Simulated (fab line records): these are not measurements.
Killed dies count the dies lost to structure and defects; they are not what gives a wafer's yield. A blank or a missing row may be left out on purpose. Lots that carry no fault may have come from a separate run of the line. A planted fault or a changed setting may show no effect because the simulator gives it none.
Matching of chambers :: flow sfq line :: SFQ_TRILAYER_I4_CMP_CMP_100 on cmp-02 has 4 sister chambers
The step polishes SiO2. 8 wafers are shown with their chamber, then 10 later ones without.

## WAFERS, EACH WITH ITS CHAMBER
wafer: L364.4
chamber: 2
motor current A (A): 10.6
time to endpoint s (s): 226

wafer: L379.3
chamber: 3
motor current A (A): 8.4
time to endpoint s (s): 206

wafer: L379.5
chamber: 1
motor current A (A): 10.1
time to endpoint s (s): 224

wafer: L381.2
chamber: 2
motor current A (A): 10.0
time to endpoint s (s): 208

wafer: L381.4
chamber: 0
motor current A (A): 9.8
time to endpoint s (s): 209

wafer: L381.6
chamber: 3
motor current A (A): 8.3
time to endpoint s (s): 213

wafer: L384.2
chamber: 1
motor current A (A): 9.6
time to endpoint s (s): 212

wafer: L384.3
chamber: 0
motor current A (A): 10.7
time to endpoint s (s): 206

## WAFERS MISSING THEIR CHAMBER
wafer: L384.6
motor current A (A): 10.5
time to endpoint s (s): 211

wafer: L385.1
motor current A (A): 8.1
time to endpoint s (s): 204

wafer: L385.2
motor current A (A): 9.3
time to endpoint s (s): 210

wafer: L385.3
motor current A (A): 9.6
time to endpoint s (s): 196

wafer: L386.2
motor current A (A): 8.3
time to endpoint s (s): 197

wafer: L386.5
motor current A (A): 8.5
time to endpoint s (s): 205

wafer: L386.6
motor current A (A): 9.7
time to endpoint s (s): 211

wafer: L387.3
motor current A (A): 9.0
time to endpoint s (s): 221

wafer: L387.5
motor current A (A): 10.2
time to endpoint s (s): 234

wafer: L387.6
motor current A (A): 8.1
time to endpoint s (s): 224

## WHICH CHAMBER EACH WENT THROUGH
wafer: L384.6
from the rows above: can't be placed: 0 or 2 or 1
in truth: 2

wafer: L385.1
from the rows above: 3
in truth: 3

wafer: L385.2
from the rows above: can't be placed: 1 or 3 or 0 or 2
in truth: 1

wafer: L385.3
from the rows above: can't be placed: 0 or 1 or 2 or 3
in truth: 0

wafer: L386.2
from the rows above: 3
in truth: 3

wafer: L386.5
from the rows above: 3
in truth: 3

wafer: L386.6
from the rows above: can't be placed: 1 or 0 or 2
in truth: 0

wafer: L387.3
from the rows above: can't be placed: 1 or 3 or 2 or 0
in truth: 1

wafer: L387.5
from the rows above: can't be placed: 2 or 1 or 0
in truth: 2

wafer: L387.6
from the rows above: 3
in truth: 3
Correctly placed: 4 of 10. Unplaceable from these rows: 6, with the true chamber sitting among the candidates in 6. 0 placed wrongly.
How it was worked out, from the rows above alone: a wafer's distance from a chamber is the root of the sum, over the readings, of the square of ((its reading less the chamber's mean) divided by the reading's scatter). If the next closest chamber is less than 2 further off than the closest, the wafer can't be placed; otherwise it belongs to the closest. The mean given for a chamber averages the wafers shown for that chamber. The scatter is the square root of a quotient: the sum, over the shown wafers, of each reading's squared deviation from its chamber's mean, divided by wafers minus chambers.
